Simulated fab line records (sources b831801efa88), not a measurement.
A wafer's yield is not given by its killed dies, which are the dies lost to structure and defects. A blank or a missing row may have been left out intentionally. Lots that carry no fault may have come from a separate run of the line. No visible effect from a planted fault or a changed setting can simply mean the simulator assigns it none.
One fault through the eyes of 2 desks || flow gf180mcu || each desk has only its own numbers; what lay behind them comes last

## FOR THE TOOL OWNER'S DESK: pvd-sputter-01
The tool's own readings at GF_MIM_SPUTTER_08 (material AlCu, target thk 200 nm, time 10.6 s): means of the sampled wafers that have a number, for each lot that ran on this tool. Marked OUT: a lot whose mean sits more than 4 standard deviations from the usual mean, which makes it out of limits; the brackets give that distance.
Columns: A = throttle-valve-pct at GF_MIM_SPUTTER_08, usual 30.1 %
{"lot": "L274", "first seen here": "day 24 11:50", "A": 29.8}
{"lot": "L275", "first seen here": "day 25 01:40", "A": 29.7}
{"lot": "L276", "first seen here": "day 25 17:50", "A": 29.3}
{"lot": "L282", "first seen here": "day 27 11:14", "A": 29.5}
{"lot": "L291", "first seen here": "day 29 23:17", "A": 29.4}
Finding of this desk: none of the 5 lots has anything out of limits.

## THE METROLOGY DESK
What the gauges read, lot by lot, whatever tool the lot ran on: means of the sampled wafers that have a number. Marked OUT: a lot whose mean sits more than 4 standard deviations from the usual mean, which makes it out of limits; the brackets give that distance.
Columns: A = PASSIVATION_CVD_02_THK at GF_PASSIVATION_THK_MEAS_03, usual 698 nm
{"lot": "L274", "first seen here": "day 28 02:47", "A": 701}
{"lot": "L275", "first seen here": "day 28 16:34", "A": 704}
{"lot": "L276", "first seen here": "day 29 06:02", "A": 692}
{"lot": "L278", "first seen here": "day 29 23:05", "A": 693}
{"lot": "L279", "first seen here": "day 30 00:25", "A": 693}
{"lot": "L281", "first seen here": "day 30 16:33", "A": 696}
{"lot": "L282", "first seen here": "day 30 20:43", "A": 699}
{"lot": "L288", "first seen here": "day 32 08:25", "A": 706}
{"lot": "L290", "first seen here": "day 32 18:05", "A": 699}
{"lot": "L291", "first seen here": "day 33 00:37", "A": 694}
{"lot": "L293", "first seen here": "day 33 10:56", "A": 706}
{"lot": "L296", "first seen here": "day 34 03:20", "A": 700}
Finding of this desk: none of the 12 lots has anything out of limits.

## TAKEN TOGETHER
The desk of the tool owner found nothing out of limits.
The metrology desk saw nothing out of limits.

## WHAT THE SIMULATOR HAD INSERTED
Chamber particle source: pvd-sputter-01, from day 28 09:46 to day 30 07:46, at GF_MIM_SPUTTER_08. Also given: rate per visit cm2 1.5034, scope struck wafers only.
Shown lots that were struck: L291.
